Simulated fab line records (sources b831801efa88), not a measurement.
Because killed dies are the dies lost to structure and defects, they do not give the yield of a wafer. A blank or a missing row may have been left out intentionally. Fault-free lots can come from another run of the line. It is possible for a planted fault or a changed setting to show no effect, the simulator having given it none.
Struck lot and sound lot, side by side + flow sfq line + 19 steps out of a route of 325
Sound: the wafers L440.2, L440.3, L440.5. Wafers struck: L443.1, L443.2, L443.3. At the end, the cause is stated.
Order at every step that has rows: each side's tool, ch and its chambers, its first start. Under that, the readings that differ: sound wafers + struck wafers + difference of the means + sigmas: that difference in standard deviations of wafers without a fault.
alike: readings whose means differ by less than 2 such deviations, and words and numbers that are the same on both sides. not compared: withheld readings, readings that some wafer has no value for, bounds like >300 that may hide the same value, and numbers for which the record gives no deviation and whose values overlap.
A row with sigmas, a row that says differs or no value, or rows on one side alone: a step with any of these is where the two part. Numbers that have no deviation but don't overlap get no sigmas and don't part them. Lack of a reading on every wafer of one side parts them only where that side has two or more wafers.

first, 1 step without rows for these wafers: SFQ_TRILAYER_M5_STRIP_SOLV_CLEAN_128 (cleans in NMP, time 600 s).
SFQ_TRILAYER_A5B_DEP_PECVD_129: deposits SiO2 from SiH4/N2O, time 133.33 s, target thk 600 nm.
  sound on pecvd-01 ch 0,1,2, day 65 08:16; struck on pecvd-01 ch 0,1,2, day 70 21:23
  alike: heater power w, rf fwd power W, throttle valve pct
SFQ_TRILAYER_A5B_CMP_CMP_130: polishes, stops on Nb, target thk 340.7 nm.
  sound on cmp-01 ch 1,2,3, day 65 08:52; struck on cmp-01 ch 1,2,3, day 70 22:45
  alike: motor current A, retaining ring pressure frac
then, 2 steps without rows for these wafers: SFQ_TRILAYER_A5B_METRO_MEASURE_131; SFQ_TRILAYER_R5_DEP_SPUTTER_132 (material Ti, target thk 5 nm, time 5 s).
SFQ_TRILAYER_R5_DEP_SPUTTER_133: material MoNx, target thk 40 nm, time 66.7 s.
  sound on pvd sputter-05 at day 65 12:35; struck on pvd sputter-06 at day 71 02:28
  alike: throttle valve pct
SFQ_TRILAYER_R5_DEP_SPUTTER_134: material Ti, target thk 5 nm, time 5 s.
  sound on pvd sputter-05 at day 65 12:38; struck on pvd sputter-06 at day 71 02:32
  alike: throttle valve pct
SFQ_R5_RS_MEAS_933: the measuring method here is four-point-probe.
  sound on film metro-01 at day 65 12:40; struck on film metro-01 at day 71 02:32
  alike: R5_MONX_RS
SFQ_R5_THK_MEAS_934: measures by xrf.
  sound on film metro-01 at day 65 12:47; struck on film metro-01 at day 71 02:40
  alike: R5_MONX_THK
then, 3 steps without rows for these wafers: SFQ_TRILAYER_R5_LITHO_COAT_141 (resist thk 62 nm); SFQ_TRILAYER_R5_LITHO_COAT_136 (resist thk 600 nm); SFQ_TRILAYER_R5_LITHO_SOFTBAKE_140.
SFQ_TRILAYER_R5_LITHO_EXPOSE_137: exposes mask R5, target cd 500 nm.
  sound on krf scanner-01 ch 0, day 66 06:52; struck on krf scanner-02 ch 0, day 71 03:28
| reading              | sound                | struck               | difference | sigmas |
|----------------------|----------------------|----------------------|------------|--------|
| exposure dose mJ cm2 | 14.402 14.406 14.419 | 13.507 13.510 13.478 | -0.911     | -61    |
  alike: mask
then, 2 steps without rows for these wafers: SFQ_TRILAYER_R5_LITHO_PEB_139 (peb time 60 s); SFQ_TRILAYER_R5_LITHO_DEVELOP_138 (time 60 s).
SFQ_R5_OVL_MEAS_935:
  sound on overlay-01 at day 66 08:10; struck on overlay-02 at day 71 04:58
  alike: R5_OVL
SFQ_TRILAYER_R5_BARC_OPEN_METAL_ETCH_177: etches BARC in O2, target depth 125 nm, time 41.7 s.
  sound on rie metal-02 ch 0, day 66 08:13; struck on rie metal-04 ch 0,1, day 71 05:01
| reading             | sound             | struck          | difference | sigmas |
|---------------------|-------------------|-----------------|------------|--------|
| model.R5.cd nm (nm) | 499.2 497.6 500.7 | 510 509.6 509.7 | +11        |        |
  alike: drypump motor current A, oes product au, rf fwd power W
  not compared: rf hours counter h
SFQ_TRILAYER_R5_ETCH_METAL_ETCH_139: etches the open film in Cl2, stops on SiO2, target depth 60 nm, time 40 s.
  sound on rie metal-02 ch 0, day 66 08:20; struck on rie metal-04 ch 0,1, day 71 05:04
| reading             | sound             | struck            | difference | sigmas |
|---------------------|-------------------|-------------------|------------|--------|
| model.R5.cd nm (nm) | 498.6 497.4 500.1 | 509.7 510.8 509.6 | +11.3      |        |
  alike: drypump motor current A, oes product au, rf fwd power W
  not compared: rf hours counter h
SFQ_TRILAYER_R5_STRIP_STRIP_140: strips in O2.
  sound on rie metal-02 ch 0, day 66 08:38; struck on rie metal-04 ch 0,1, day 71 05:08
  alike: drypump motor current A, oes product au, platen temp c
  not compared: rf hours counter h

## WHERE THEY PART
Only at SFQ_TRILAYER_R5_LITHO_EXPOSE_137, as far as this record shows. Later steps at which nothing parts them and some readings are alike: SFQ_R5_OVL_MEAS_935, SFQ_TRILAYER_R5_BARC_OPEN_METAL_ETCH_177, SFQ_TRILAYER_R5_ETCH_METAL_ETCH_139, SFQ_TRILAYER_R5_STRIP_STRIP_140.

WHY: whatever the simulator had introduced
Process parameter drift: krf scanner-02, from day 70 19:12 on, at SFQ_TRILAYER_R5_LITHO_EXPOSE_137. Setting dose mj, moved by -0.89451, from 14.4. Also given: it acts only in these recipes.
